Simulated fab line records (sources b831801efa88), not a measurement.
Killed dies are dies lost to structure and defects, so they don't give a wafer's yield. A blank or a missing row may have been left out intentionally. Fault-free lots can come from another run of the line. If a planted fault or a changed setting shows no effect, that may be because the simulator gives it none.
fab line records | flow sky130 | part 1 of 2: steps 1 to 31 of 40
record lots=5 wafers=15 last-day=49
route steps=708 shown METAL1@443 VIA1@458
lots that met no fault: from a run of the same line without faults
start-h: hours from the record's first day to the start of the lot's first wafer shown | wait-h: how many hours have passed since the lot's step before this one | " repeats the value in the row above | L1.1+2: one row covering several wafers at once | - value missing, or start not given | * or withheld: withheld | < > ~ a bound
route shown NAME@n: NAME is a module with steps in the file, n the number in the route of the first one | usual: average and standard deviation across the fault-free wafers | same: alike in all rows | chamber/n: place in a boat | sites: per-site readings | _std_site: standard deviation across them | _edge_site: the outer-site mean with the inner-site mean subtracted | radius-mm: how far each site lies from the wafer's centre | mask NAME#n: copy n | behind: the tool/chamber that last shaped the wafer | hold: cause of the lot's hold/its duration in hours/its outcome | device: the transistor (n, p or np) that didn't switch | end of line: the same wafers' tests at the end of the route | a step given without rows: its recipe and nothing more | killed: at the first sort, the dies lost to defects and structure; wafer yield is something else | map: per-die view of a wafer (x killed, . not killed, _ where there is no die)
set.NAME: the setting the step ran with; set.NAME@STEP: the setting that earlier step ran with | model.NAME: the simulator's own value behind a step, which no gauge read
lots at some steps of the route; a table a step, a row a wafer
services: the hour from which a tool's chamber was out of use, counted from the record's first day as start-h (under 0 if before that day), plus the number of hours and why
## steps
# step SKY_METAL1_COAT_09
# recipe resist=BARC temp-c=withheld time-s=withheld spin-rpm=3000 resist-thk-nm=60
# columns lot.wafer tool chamber start-h wait-h
L081.1+4+5 litho-track-04 0 798.34 0.1
L080.1+5+6 litho-track-03 0 801.20 0.1
L082.1+4+6 litho-track-04 0 811.49 0.1
L088.1+4+6 litho-track-04 0 858.59 0.1
L091.1+3+5 litho-track-03 0 881.35 0.1
# step SKY_METAL1_COAT_10
# recipe resist=KrF-thick spin-rpm=3000 resist-thk-nm=450
# columns lot.wafer tool chamber start-h wait-h
L081.1+4+5 litho-track-04 0 - -
L080.1+5+6 litho-track-03 0 - -
L082.1+4+6 litho-track-04 0 - -
L088.1+4+6 litho-track-04 0 - -
L091.1+3+5 litho-track-03 0 - -
# step SKY_METAL1_SOFTBAKE_11
# recipe temp-c=100 time-s=90 resist=KrF-thick
# same time-s=90
# columns lot.wafer tool chamber start-h wait-h
L081.1+4+5 litho-track-04 0 - -
L080.1+5+6 litho-track-03 0 - -
L082.1+4+6 litho-track-04 0 - -
L088.1+4+6 litho-track-04 0 - -
L091.1+3+5 litho-track-03 0 - -
# step SKY_METAL1_EXPOSE_12
# recipe mask-id=MM1 na=0.8 source-shape=annular sigma-inner=0.55 sigma-outer=0.85 target-cd-nm=140 dose-mj=28
# columns lot.wafer tool chamber start-h wait-h mask
L081.1+4+5 krf-scanner-01 0 - - MM1#0
L080.1+5+6 krf-scanner-01 0 - - MM1#0
L082.1+4+6 krf-scanner-01 0 - - MM1#0
L088.1+4+6 krf-scanner-01 0 - - MM1#0
L091.1+3+5 krf-scanner-02 0 - - MM1#0
# step SKY_METAL1_PEB_13
# recipe peb-temp-c=withheld peb-time-s=withheld resist=KrF-thick
# columns lot.wafer tool chamber start-h wait-h
L081.1+4+5 litho-track-04 0 - -
L080.1+5+6 litho-track-04 0 - -
L082.1+4+6 litho-track-04 0 - -
L088.1+4+6 litho-track-04 0 - -
L091.1+3+5 litho-track-03 0 - -
# step SKY_METAL1_DEVELOP_14
# recipe develop-time-s=60 resist=KrF-thick dev-temp-c=21
# same develop-time-s=60
# columns lot.wafer tool chamber start-h wait-h
L081.1+4+5 litho-track-04 0 - -
L080.1+5+6 litho-track-04 0 - -
L082.1+4+6 litho-track-04 0 - -
L088.1+4+6 litho-track-04 0 - -
L091.1+3+5 litho-track-03 0 - -
# step SKY_METAL1_CD_MEAS_15
# recipe target-cd-nm=140
# usual cd-nm=139.7/1.6
# columns lot.wafer tool chamber start-h wait-h cd-nm
L081.1 cd-sem-02 - 812.34 - 135.6
L081.4 " - " " 137.3
L081.5 " - " " 136.5
L080.1 cd-sem-02 - 814.69 - 140.3
L080.5 " - " " 139.5
L080.6 " - " " 140.2
L082.1 cd-sem-02 - 824.64 - 141.4
L082.4 " - " " 140.6
L082.6 " - " " 140.2
L088.1 cd-sem-02 - 872.19 - 139.1
L088.4 " - " " 136.8
L088.6 " - " " 136.6
L091.1 cd-sem-01 - 893.90 - 138.6
L091.3 " - " " 137.6
L091.5 " - " " 138.3
# step SKY_METAL1_OVL_MEAS_16
# usual METAL1_OVL=-2/5.5
# columns lot.wafer tool chamber start-h wait-h METAL1_OVL[nm]
L081.1 overlay-02 - 812.46 0.1 1
L081.4 " - " " 1
L081.5 " - " " -3
L080.1 overlay-02 - 814.81 0.1 4
L080.5 " - " " 4
L080.6 " - " " -1
L082.1 overlay-02 - 824.76 0.1 -1
L082.4 " - " " 1
L082.6 " - " " 0
L088.1 overlay-01 - 872.31 0.1 -1
L088.4 " - " " 3
L088.6 " - " " 5
L091.1 overlay-02 - 894.02 0.1 -7
L091.3 " - " " -4
L091.5 " - " " 0
# step SKY_METAL1_DESCUM_17
# recipe chemistry=O2 source-power-w=150 bias-power-w=0 pressure-mtorr=10 temp-c=40 time-s=8
# usual drypump-motor-current-A=5.7/0.51 oes-product-au=1.003/0.0078
# same time-s=8
# columns lot.wafer tool chamber start-h wait-h drypump-motor-current-A oes-product-au rf-hours-counter-h
L081.1 rie-metal-03 0 812.49 0.0 5.2 0.999 6
L081.4 " 1 " " 6.3 0.997 -
L081.5 " 0 " " 5.2 0.987 -
L080.1 rie-metal-01 0 814.84 0.0 5.5 1.018 6
L080.5 " 1 " " 5.4 1.017 -
L080.6 " 0 " " 5.5 1.007 -
L082.1 rie-metal-04 0 824.79 0.0 6.6 1.001 12
L082.4 " 0 " " 6.6 1.002 -
L082.6 " 0 " " 6.6 0.989 -
L088.1 rie-metal-04 0 872.34 0.0 6.6 1.003 14
L088.4 " 1 " " 5.3 1.015 -
L088.6 " 1 " " 5.3 1.012 -
L091.1 rie-metal-03 1 894.06 0.0 6.3 0.998 13
L091.3 " 1 " " 6.3 1.001 -
L091.5 " 1 " " 6.3 1.002 -
# step SKY_METAL1_ETCH_18
# recipe chemistry=N2/H2 target=BARC ion-energy-ev=200 bias-w=100 pressure-mtorr=30 n2-flow-sccm=100 h2-flow-sccm=200 icp-w=500 stop-on=SiO2 time-s=45.9 target-depth-a=600
# usual drypump-motor-current-A=5.7/0.51 oes-product-au=0.855/0.0051 throttle-valve-pct=13.225/0.0086
# same time-s=45.9
# columns lot.wafer tool chamber start-h wait-h drypump-motor-current-A oes-product-au rf-hours-counter-h throttle-valve-pct
L081.1 rie-metal-03 0 812.52 0.0 5.2 0.859 6 13.216
L081.4 " 1 " " 6.3 0.862 - 13.226
L081.5 " 0 " " 5.2 0.854 - 13.230
L080.1 rie-metal-01 0 814.87 0.0 5.6 0.851 6 13.226
L080.5 " 1 " " 5.4 0.853 - 13.213
L080.6 " 0 " " 5.5 0.859 - 13.215
L082.1 rie-metal-04 0 824.82 0.0 6.6 0.844 12 13.231
L082.4 " 0 " " 6.6 0.855 - 13.220
L082.6 " 0 " " 6.6 0.850 - 13.230
L088.1 rie-metal-04 0 872.37 0.0 6.6 0.848 14 13.230
L088.4 " 1 " " 5.3 0.859 - 13.226
L088.6 " 1 " " 5.3 0.848 - 13.234
L091.1 rie-metal-03 1 894.09 0.0 6.3 0.852 13 13.223
L091.3 " 1 " " 6.3 0.864 - 13.212
L091.5 " 1 " " 6.2 0.861 - 13.219
# step SKY_METAL1_METAL_ETCH_19
# recipe target-depth-a=3600 stop-on=SiO2 over-etch-frac=0.3 time-s=78 chemistry=Cl2/BCl3 resist-sidewall-deg=88 pressure-mtorr=10 icp-w=900 bias-w=48.5 Cl2_flow_sccm=60 bcl3-flow-sccm=30
# usual drypump-motor-current-A=5.7/0.52 oes-product-au=0.855/0.0058 throttle-valve-pct=22.265/0.0087
# same time-s=78
# columns lot.wafer tool chamber start-h wait-h drypump-motor-current-A oes-product-au rf-hours-counter-h throttle-valve-pct
L081.1 rie-metal-03 0 812.59 0.0 5.2 0.858 6 22.273
L081.4 " 1 " " 6.3 0.862 - 22.278
L081.5 " 0 " " 5.2 0.858 - 22.264
L080.1 rie-metal-01 0 814.94 0.0 5.5 0.860 6 22.268
L080.5 " 1 " " 5.4 0.858 - 22.257
L080.6 " 0 " " 5.5 0.850 - 22.265
L082.1 rie-metal-04 0 824.89 0.0 6.6 0.847 13 22.263
L082.4 " 0 " " 6.6 0.844 - 22.268
L082.6 " 0 " " 6.6 0.851 - 22.258
L088.1 rie-metal-04 0 872.44 0.0 6.6 0.858 14 22.272
L088.4 " 1 " " 5.3 0.860 - 22.273
L088.6 " 1 " " 5.2 0.858 - 22.262
L091.1 rie-metal-03 1 894.15 0.0 6.3 0.858 13 22.254
L091.3 " 1 " " 6.3 0.864 - 22.262
L091.5 " 1 " " 6.3 0.859 - 22.267
# step SKY_METAL1_STRIP_20
# recipe chemistry=O2/N2 power-w=1400 pressure-mtorr=1500 platen-temp-c=withheld o2-flow-sccm=3000 n2-flow-sccm=300 overash-fraction=0.5
# usual drypump-motor-current-A=5.9/0.48 o2-flow-sccm=3001/8.5 oes-product-au=0.343/0.0052 strip-time-to-endpoint-s=2.69/0.034
# columns lot.wafer tool chamber start-h wait-h drypump-motor-current-A o2-flow-sccm oes-product-au rf-hours-counter-h strip-time-to-endpoint-s
L081.1 plasma-asher-03 0 812.68 0.1 6.7 3009 0.341 97 2.69
L081.4 " 1 " " 5.5 3006 0.339 - 2.65
L081.5 " 0 " " 6.7 3012 0.344 - 2.67
L080.1 plasma-asher-01 0 815.03 0.1 5.3 2998 0.339 37 2.70
L080.5 " 0 " " 5.3 2995 0.346 - 2.73
L080.6 " 1 " " 5.6 2998 0.348 - 2.73
L082.1 plasma-asher-01 0 824.98 0.1 5.2 2998 0.345 39 2.67
L082.4 " 0 " " 5.2 3000 0.349 - 2.73
L082.6 " 1 " " 5.6 3000 0.343 - 2.70
L088.1 plasma-asher-01 1 872.53 0.1 5.6 2992 0.341 44 2.73
L088.4 " 0 " " 5.3 2992 0.341 - 2.70
L088.6 " 0 " " 5.3 3000 0.351 - 2.71
L091.1 plasma-asher-03 0 894.24 0.1 6.6 3010 0.341 106 2.68
L091.3 " 1 " " 5.5 2996 0.343 - 2.69
L091.5 " 1 " " 5.5 3007 0.338 - 2.70
# step SKY_METAL1_STRIP_21
# recipe chemistry=post-etch-residue-remover time-s=1200 temp-c=72.5
# usual bath-heat-duty-pct=15.2/1.7
# same time-s=1200
# columns lot.wafer tool chamber start-h wait-h bath-heat-duty-pct
L081.1 wet-bench-03 1 812.78 0.1 14.0
L081.4 " 1 " " 15.4
L081.5 " 1 " " 14.5
L080.1 wet-bench-03 0 815.13 0.1 16.7
L080.5 " 0 " " 17.1
L080.6 " 0 " " 17.4
L082.1 wet-bench-03 1 825.08 0.1 13.6
L082.4 " 1 " " 15.3
L082.6 " 1 " " 14.9
L088.1 wet-bench-03 2 872.63 0.1 17.1
L088.4 " 2 " " 16.5
L088.6 " 2 " " 18.2
L091.1 wet-bench-03 2 894.34 0.1 17.3
L091.3 " 2 " " 17.9
L091.5 " 2 " " 17.4
# step SKY_METAL1_CLEAN_22
# recipe chemistry=IPA time-s=180 temp-c=25
# usual bath-heat-duty-pct=6.4/0.79
# same time-s=180
# columns lot.wafer tool chamber start-h wait-h bath-heat-duty-pct
L081.1 wet-bench-02 1 813.18 0.0 6.2
L081.4 " 1 " " 5.0
L081.5 " 1 " " 6.4
L080.1 wet-bench-04 2 815.53 0.0 7.0
L080.5 " 2 " " 6.9
L080.6 " 2 " " 6.8
L082.1 wet-bench-02 1 825.42 0.0 6.7
L082.4 " 1 " " 6.6
L082.6 " 1 " " 6.2
L088.1 wet-bench-02 3 873.00 0.0 6.1
L088.4 " 3 " " 6.0
L088.6 " 3 " " 6.3
L091.1 wet-bench-03 1 894.68 0.0 6.4
L091.3 " 1 " " 6.3
L091.5 " 1 " " 6.3
# step SKY_METAL1_CLEAN_23
# recipe chemistry=O3/DIW dry=n2-spin
# columns lot.wafer tool chamber start-h wait-h
L081.1+4+5 wet-bench-04 3 813.24 0.0
L080.1+5+6 wet-bench-03 1 815.59 0.0
L082.1+4+6 wet-bench-03 3 825.48 0.0
L088.1+4+6 wet-bench-02 3 873.06 0.0
L091.1+3+5 wet-bench-03 3 894.74 0.0
# step SKY_VIA1_HDPCVD_00
# recipe material=SiO2 target-thk-nm=1030 sigma-open-frac=0.3 time-s=171.7 temp-c=400 sih4-flow-sccm=60 pressure-mtorr=6
# same time-s=171.7
# columns lot.wafer tool chamber start-h wait-h
L081.1+4+5 hdpcvd-01 0,1,0 813.33 0.0
L080.1+5+6 hdpcvd-01 1,1,2 815.70 0.0
L082.1+4+6 hdpcvd-01 2,1,2 825.57 0.0
L088.1+4+6 hdpcvd-01 0,2,1 873.16 0.0
L091.1+3+5 hdpcvd-01 2,0,0 894.83 0.0
# step SKY_VIA1_THK_MEAS_01
# recipe reads=SiO2_of_VIA1_HDPCVD_00
# usual VIA1_HDPCVD_THK=1024/9.4
# columns lot.wafer tool chamber start-h wait-h VIA1_HDPCVD_THK[nm]
L081.1 film-metro-03 - 813.45 0.1 1034
L081.4 " - " " 1027
L081.5 " - " " 1030
L080.1 film-metro-02 - 815.81 0.1 1020
L080.5 " - " " 1024
L080.6 " - " " 1030
L082.1 film-metro-02 - 825.68 0.1 1020
L082.4 " - " " 1032
L082.6 " - " " 1031
L088.1 film-metro-03 - 873.28 0.1 1022
L088.4 " - " " 1027
L088.6 " - " " 1025
L091.1 film-metro-01 - 894.94 0.1 1030
L091.3 " - " " 1035
L091.5 " - " " 1020
# step SKY_VIA1_CMP_02
# recipe material=SiO2 down-force-psi=4 platen-rpm=60 pad-velocity-m-s=0.94248
# usual motor-current-A=11.6/0.77
# columns lot.wafer tool chamber start-h wait-h motor-current-A
L081.4 cmp-02 0 813.61 0.1 10.7
L081.1 " 1 " " 12.7
L081.5 " 3 " " 10.8
L080.1 cmp-01 0 815.97 0.1 10.5
L080.5 " 2 " " 12.3
L080.6 " 3 " " 12.0
L082.1 cmp-01 1 825.79 0.1 11.7
L082.4 " 3 " " 11.9
L082.6 " 0 " " 11.0
L088.1 cmp-01 0 873.34 0.1 10.7
L088.4 " 1 " " 12.1
L088.6 " 1 " " 11.4
L091.3 cmp-01 3 895.05 0.1 12.3
L091.1 " 1 " " 11.1
L091.5 " 2 " " 12.4
# step SKY_VIA1_BOW_MEAS_03
# recipe mode=bow
# usual VIA1_BOW=78/7
# columns lot.wafer tool chamber start-h wait-h VIA1_BOW[um]
L081.1 film-metro-03 - 813.85 0.1 76
L081.4 " - " " 84
L081.5 " - " " 88
L080.1 film-metro-02 - 816.17 0.1 87
L080.5 " - " " 70
L080.6 " - " " 64
L082.1 film-metro-02 - 826.04 0.2 88
L082.4 " - " " 78
L082.6 " - " " 83
L088.1 film-metro-01 - 873.64 0.2 79
L088.4 " - " " 75
L088.6 " - " " 68
L091.1 film-metro-01 - 895.30 0.1 80
L091.3 " - " " 76
L091.5 " - " " 75
# step SKY_VIA1_DEHYDRATE_04
# recipe temp-c=200 time-s=60
# same time-s=60
# columns lot.wafer tool chamber start-h wait-h
L081.1+4+5 litho-track-02 0 825.68 11.8
L080.1+5+6 litho-track-02 0 828.53 12.3
L082.1+4+6 litho-track-01 0 839.28 13.2
L088.1+4+6 litho-track-01 0 885.63 12.0
L091.1+3+5 litho-track-02 0 907.48 12.2
# step SKY_VIA1_HMDS_05
# recipe prime-time-s=60 prime-temp-c=120
# columns lot.wafer tool chamber start-h wait-h
L081.1+4+5 litho-track-02 0 825.83 0.1
L080.1+5+6 litho-track-02 0 828.68 0.1
L082.1+4+6 litho-track-01 0 839.43 0.1
L088.1+4+6 litho-track-01 0 885.78 0.1
L091.1+3+5 litho-track-02 0 907.63 0.1
# step SKY_VIA1_COAT_06
# recipe resist=BARC temp-c=withheld time-s=withheld spin-rpm=3000 resist-thk-nm=60
# columns lot.wafer tool chamber start-h wait-h
L081.1+4+5 litho-track-02 0 825.98 0.1
L080.1+5+6 litho-track-02 0 828.83 0.1
L082.1+4+6 litho-track-01 0 839.58 0.1
L088.1+4+6 litho-track-01 0 885.93 0.1
L091.1+3+5 litho-track-02 0 907.78 0.1
# step SKY_VIA1_COAT_07
# recipe resist=KrF-thick spin-rpm=3000 resist-thk-nm=450
# columns lot.wafer tool chamber start-h wait-h
L081.1+4+5 litho-track-02 0 - -
L080.1+5+6 litho-track-02 0 - -
L082.1+4+6 litho-track-01 0 - -
L088.1+4+6 litho-track-01 0 - -
L091.1+3+5 litho-track-02 0 - -
# step SKY_VIA1_SOFTBAKE_08
# recipe temp-c=100 time-s=90 resist=KrF-thick
# same time-s=90
# columns lot.wafer tool chamber start-h wait-h
L081.1+4+5 litho-track-02 0 - -
L080.1+5+6 litho-track-02 0 - -
L082.1+4+6 litho-track-01 0 - -
L088.1+4+6 litho-track-01 0 - -
L091.1+3+5 litho-track-02 0 - -
# step SKY_VIA1_EXPOSE_09
# recipe mask-id=VIM na=0.8 source-shape=annular sigma-inner=0.55 sigma-outer=0.85 target-cd-nm=150 dose-mj=38
# columns lot.wafer tool chamber start-h wait-h mask
L081.1+4+5 krf-scanner-02 0 - - VIM#0
L080.1+5+6 krf-scanner-01 0 - - VIM#0
L082.1+4+6 krf-scanner-01 0 - - VIM#0
L088.1+4+6 krf-scanner-02 0 - - VIM#0
L091.1+3+5 krf-scanner-01 0 - - VIM#0
# step SKY_VIA1_PEB_10
# recipe peb-temp-c=withheld peb-time-s=withheld resist=KrF-thick
# columns lot.wafer tool chamber start-h wait-h
L081.1+4+5 litho-track-02 0 - -
L080.1+5+6 litho-track-03 0 - -
L082.1+4+6 litho-track-02 0 - -
L088.1+4+6 litho-track-02 0 - -
L091.1+3+5 litho-track-02 0 - -
# step SKY_VIA1_DEVELOP_11
# recipe develop-time-s=60 resist=KrF-thick dev-temp-c=21
# same develop-time-s=60
# columns lot.wafer tool chamber start-h wait-h
L081.1+4+5 litho-track-02 0 - -
L080.1+5+6 litho-track-03 0 - -
L082.1+4+6 litho-track-02 0 - -
L088.1+4+6 litho-track-02 0 - -
L091.1+3+5 litho-track-02 0 - -
# step SKY_VIA1_CD_MEAS_12
# recipe target-cd-nm=150
# usual cd-nm=149.9/1.6
# columns lot.wafer tool chamber start-h wait-h cd-nm
L081.1 cd-sem-01 - 839.73 - 153.6
L081.4 " - " " 153.7
L081.5 " - " " 153.1
L080.1 cd-sem-01 - 842.25 - 148.2
L080.5 " - " " 149.2
L080.6 " - " " 148.1
L082.1 cd-sem-02 - 852.88 - 152.1
L082.4 " - " " 149.2
L082.6 " - " " 151.1
L088.1 cd-sem-02 - 899.93 - 149.9
L088.4 " - " " 150.6
L088.6 " - " " 150.6
L091.1 cd-sem-01 - 920.68 - 153.3
L091.3 " - " " 150.9
L091.5 " - " " 151.7
# step SKY_VIA1_OVL_MEAS_13
# usual VIA1_OVL=-1/4
# columns lot.wafer tool chamber start-h wait-h VIA1_OVL[nm]
L081.1 overlay-02 - 839.85 0.1 -6
L081.4 " - " " -5
L081.5 " - " " -1
L080.1 overlay-02 - 842.37 0.1 4
L080.5 " - " " 2
L080.6 " - " " 7
L082.1 overlay-01 - 853.00 0.1 -1
L082.4 " - " " -3
L082.6 " - " " 0
L088.1 overlay-01 - 900.05 0.1 0
L088.4 " - " " -2
L088.6 " - " " 4
L091.1 overlay-02 - 920.80 0.1 1
L091.3 " - " " 1
L091.5 " - " " 3
# step SKY_VIA1_ETCH_14
# recipe chemistry=N2/H2 target=BARC ion-energy-ev=200 source-w=500 bias-w=100 pressure-mtorr=30 n2-flow-sccm=100 h2-flow-sccm=200 stop-on=SiO2 time-s=45.9 target-depth-a=600
# usual drypump-motor-current-A=5.92/0.29 oes-product-au=0.855/0.0052 throttle-valve-pct=13.225/0.009
# same time-s=45.9
# columns lot.wafer tool chamber start-h wait-h drypump-motor-current-A oes-product-au rf-hours-counter-h throttle-valve-pct
L081.1 rie-diel-04 3 839.88 0.0 5.95 0.850 9 13.222
L081.4 " 2 " " 5.71 0.861 1 13.225
L081.5 " 3 " " 5.94 0.867 - 13.217
L080.1 rie-diel-04 2 842.41 0.0 5.68 0.863 2 13.208
L080.5 " 2 " " 5.69 0.860 - 13.241
L080.6 " 1 " " 6.23 0.848 - 13.215
L082.1 rie-diel-04 2 853.03 0.0 5.71 0.853 2 13.232
L082.4 " 0 " " 5.67 0.850 1 13.234
L082.6 " 0 " " 5.69 0.856 - 13.219
L088.1 rie-diel-01 3 900.08 0.0 6.45 0.844 3 13.215
L088.4 " 2 " " 6.02 0.848 5 13.225
L088.6 " 0 " " 5.66 0.851 - 13.226
L091.1 rie-diel-04 0 920.83 0.0 5.67 0.848 2 13.240
L091.3 " 3 " " 5.90 0.861 11 13.224
L091.5 " 1 " " 6.16 0.853 - 13.223
# step SKY_VIA1_ETCH_15
# recipe target=SiO2 chemistry=C4F8/O2/Ar target-depth-nm=351 stop-on=TiN mask-material=KrF-thick source-w=1500 bias-w=1200 pressure-mtorr=40 c4f8-flow-sccm=withheld O2_flow_sccm=6 Ar_flow_sccm=300 time-s=54
# usual oes-product-au=0.981/0.0055
# same time-s=54
# columns lot.wafer tool chamber start-h wait-h oes-product-au rf-hours-counter-h
L081.1 rie-diel-04 3 839.93 0.0 0.976 9
L081.4 " 2 " " 0.987 1
L081.5 " 3 " " 0.980 -
L080.1 rie-diel-04 2 842.45 0.0 0.978 2
L080.5 " 2 " " 0.984 -
L080.6 " 1 " " 0.977 -
L082.1 rie-diel-04 2 853.08 0.0 0.978 2
L082.4 " 0 " " 0.976 1
L082.6 " 0 " " 0.966 -
L088.1 rie-diel-01 3 900.13 0.0 0.980 3
L088.4 " 2 " " 0.978 5
L088.6 " 0 " " 0.977 -
L091.1 rie-diel-04 0 920.88 0.0 0.986 2
L091.3 " 3 " " 0.977 11
L091.5 " 1 " " 0.990 -
